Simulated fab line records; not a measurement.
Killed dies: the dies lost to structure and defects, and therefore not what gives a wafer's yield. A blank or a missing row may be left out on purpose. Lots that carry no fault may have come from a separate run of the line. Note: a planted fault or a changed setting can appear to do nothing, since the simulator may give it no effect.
A lot that was struck, set against a sound lot + flow sky130 + 30 out of 708 route steps
Sound: the wafers L588.2, L588.3, L588.4. Wafers struck: L595.1, L595.2, L595.3. At the end, the cause is stated.
Per side, at each step with rows, come the tool, then ch with its chambers, and then its first start. Under that, the readings that differ: sound wafers + struck wafers + difference of the means + sigmas: that difference in standard deviations of wafers without a fault.
alike: same words and numbers on both sides, and readings whose means sit less than 2 such deviations apart. not compared: any withheld reading, any reading some wafer has no value for, any bound like >300 that may hide the same value, and any number with overlapping values for which the record gives no deviation.
The two part at a step that has a row with sigmas, a row that says differs or no value, or rows on one side only. Numbers that have no deviation but don't overlap get no sigmas and don't part them. A reading that every wafer of one side lacks parts them only if that side has two wafers or more.

first, 5 steps without rows for these wafers: SKY_SONOS_ONO_COAT_08 (resist thk 1140 nm); SKY_SONOS_ONO_SOFTBAKE_09 (time 60 s); SKY_SONOS_ONO_EXPOSE_10 (exposes mask ONOM, target cd 410 nm); SKY_SONOS_ONO_PEB_11; SKY_SONOS_ONO_DEVELOP_12 (develop time 60 s).
SKY_SONOS_ONO_CD_MEAS_13 targets a cd of 410 nm.
  sound on cd-sem-02, day 12 17:55; struck on cd-sem-02, day 14 23:52
  alike: cd-nm
SKY_SONOS_ONO_OVL_MEAS_14:
  sound on overlay-02, day 12 18:02; struck on overlay-01, day 14 23:59
  alike: SONOS_ONO_OVL
SKY_SONOS_ONO_ETCH_15: etches the open film in CHF3/O2, target depth 19.52 nm, time 7.8 s.
  sound on rie-diel-01 ch 1,2,3, day 12 18:04; struck on rie-diel-02 ch 0,2,3, day 15 00:01
  alike: chf3-flow-sccm, drypump-motor-current-A, oes-product-au, throttle-valve-pct
  not compared: rf-hours-counter-h
then, 1 step without rows for these wafers: SKY_SONOS_ONO_WET_ETCH_16 (etches SiO2 in dHF, target depth 14 nm, time 280 s).
SKY_SONOS_ONO_STRIP_17: strips in O2/N2.
  sound on plasma-asher-01 ch 0,1, day 12 18:11; struck on plasma-asher-03 ch 0,1, day 15 00:08
  alike: drypump-motor-current-A, oes-product-au, strip-time-to-endpoint-s
  not compared: rf-hours-counter-h
then, 2 steps without rows for these wafers: SKY_SONOS_ONO_WET_ETCH_18 (etches Si3N4 in H3PO4, target depth 15 nm, time 172 s); SKY_GATE_OXIDE_CLEAN_00 (cleans in SC1/SC2, time 150 s).
SKY_GATE_OXIDE_OXIDATION_01: stabilise 600 s, purge 300 s, target thk 10.268 nm.
  sound on furnace-01 ch 0, day 12 18:23; struck on furnace-02 ch 0, day 15 00:38
| reading                                           | sound                | struck               | difference | sigmas |
|---------------------------------------------------|----------------------|----------------------|------------|--------|
| spike-tc-bottom-C (C)                             | 919.5 919.7 918.9    | 912.6 913.1 913.8    | -6.2       | -6     |
| spike-tc-centre-C (C)                             | 899.9 900.5 900.1    | 892.4 894.9 894.3    | -6.3       | -6     |
| spike-tc-lower-C (C)                              | 902.6 901.4 901.5    | 893.7 892.8 894.3    | -8.2       | -4     |
| spike-tc-top-C (C)                                | 911.3 911.0 910.4    | 904.4 905.0 905.1    | -6.1       | -6     |
| spike-tc-upper-C (C)                              | 901.8 899.5 899.7    | 894.7 893.0 892.5    | -6.9       | -6     |
| tube-center-temp-C (C)                            | 899.94 900.05 900.18 | 893.38 893.62 893.59 | -6.53      | -76    |
| tube_center_temp_C_max                            | 902.3 902.6 902.0    | 895.5 895.8 895.3    | -6.8       | -17    |
| zone-power-bottom-pct (%)                         | 27.7 27.7 27.6       | 25.8 26.4 26.2       | -1.5       | -3     |
| model.SiO2_of_GATE_OXIDE_OXIDATION_01.thk-nm (nm) | 10.07 10.06 10.06    | 9.603 9.607 9.604    | -0.459     |        |
SKY_GATE_OXIDE_THK_MEAS_02:
  sound on film-metro-03, day 12 19:48; struck on film-metro-02, day 15 02:02
| reading                          | sound             | struck         | difference | sigmas |
|----------------------------------|-------------------|----------------|------------|--------|
| GATE_OXIDE_OXIDATION_00_THK (nm) | 10.09 10.09 10.09 | 9.65 9.69 9.55 | -0.46      | -3     |
then, 7 steps without rows for these wafers: SKY_GATE_OXIDE_DEHYDRATE_03 (time 60 s); SKY_GATE_OXIDE_HMDS_04 (prime time 60 s); SKY_GATE_OXIDE_COAT_05 (resist thk 1140 nm); SKY_GATE_OXIDE_SOFTBAKE_06 (time 60 s); SKY_GATE_OXIDE_EXPOSE_07 (exposes mask LVOM, target cd 600 nm); SKY_GATE_OXIDE_PEB_08; SKY_GATE_OXIDE_DEVELOP_09 (develop time 60 s).
SKY_GATE_OXIDE_OVL_MEAS_10:
  sound on overlay-01, day 13 21:28; struck on overlay-01, day 16 05:44
  alike: GATE_OXIDE_OVL
then, 2 steps without rows for these wafers: SKY_GATE_OXIDE_IMPLANT_11; SKY_GATE_OXIDE_WET_ETCH_12 (etches SiO2 in dHF, target depth 16.8 nm, time 336 s).
SKY_GATE_OXIDE_STRIP_13: strips in O2/N2.
  sound on plasma-asher-03 ch 0,1, day 13 21:46; struck on plasma-asher-04 ch 0,1, day 16 06:01
  alike: drypump-motor-current-A, oes-product-au, strip-time-to-endpoint-s
  not compared: rf-hours-counter-h
SKY_GATE_OXIDE_TW_MEAS_14:
  sound on film-metro-01, day 13 21:52; struck on film-metro-03, day 16 06:07
  alike: GATE_OXIDE_TW
then, 1 step without rows for these wafers: SKY_GATE_OXIDE_CLEAN_15 (cleans in SC1/SC2, time 150 s).
SKY_GATE_OXIDE_OXIDATION_16: stabilise 600 s, purge 300 s, target thk 3.57 nm.
  sound on furnace-02 ch 0, day 13 22:09; struck on furnace-01 ch 0, day 16 07:40
| reading                                           | sound             | struck            | difference | sigmas |
|---------------------------------------------------|-------------------|-------------------|------------|--------|
| model.SiO2_of_GATE_OXIDE_OXIDATION_01.thk-nm (nm) | 11.44 11.47 11.46 | 11.05 11.04 11.03 | -0.42      |        |
  alike: ox-temp-c-max, spike-tc-bottom-C, spike-tc-centre-C, spike-tc-lower-C, spike-tc-top-C, spike-tc-upper-C, tube-center-temp-C, tube_center_temp_C_max, zone-power-bottom-pct
then, 1 step without rows for these wafers: SKY_POLY_GATE_CVD_00 (deposits poly-Si, target thk 180 nm, time 720 s).
-- record jumps: 31 days separate the struck wafers' starts on either side; left off in module POLY_GATE, taken up again in module PAD_OPEN, whose first shown step is the route's number 708 --
SKY_PAD_OPEN_PROBE_99:
  sound on prober-01, day 45 13:52; struck on prober-02, day 47 11:58
| reading                                | sound             | struck            | difference | sigmas |
|----------------------------------------|-------------------|-------------------|------------|--------|
| killed-at-contacts                     | 26 45 28          | 22 21 24          | -11        | -2     |
| model.etest.tip-sonos.rs-ohm-sq        | 2643 2662 2643    | 2603 2621 2596    | -43        |        |
| model.etest.pfet-g5v0d10v5.r-on-ohm-um | 4770 4796 4764    | 4681 4604 4700    | -115       |        |
| model.etest.nfet-g5v0d10v5.r-on-ohm-um | 1871 1875 1884    | 1846 1839 1858    | -29        |        |
| model.etest.nfet-g5v0d10v5.drive-ua-um | 609.2 602.4 610.4 | 633.3 632.8 631.3 | +25.1      |        |
| model.etest.nfet_05v0_nvt.drive-ua-um  | 574.3 574 580.3   | 597.2 600.9 595   | +21.5      |        |
| model.etest.pfet-g5v0d10v5.drive-ua-um | 334.8 338.4 338.9 | 352.6 353.6 350.3 | +14.8      |        |
| model.etest.nfet_16v.drive-ua-um       | 227.7 226.2 227.4 | 228.9 231.2 230.6 | +3.1       |        |
  alike: killed_at_M0_to_M3, killed_at_M4_up, killed-at-front-end, killed-at-other, killed-dies, killed-open, killed-short
  not compared: model.etest.nfet_16v.r-on-ohm-um

## WHERE THEY PART
At SKY_GATE_OXIDE_OXIDATION_01 first; at SKY_PAD_OPEN_PROBE_99 last (within this record only).

WHY: what the simulator had put in
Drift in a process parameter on furnace-02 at SKY_GATE_OXIDE_OXIDATION_01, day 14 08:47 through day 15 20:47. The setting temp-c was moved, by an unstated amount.
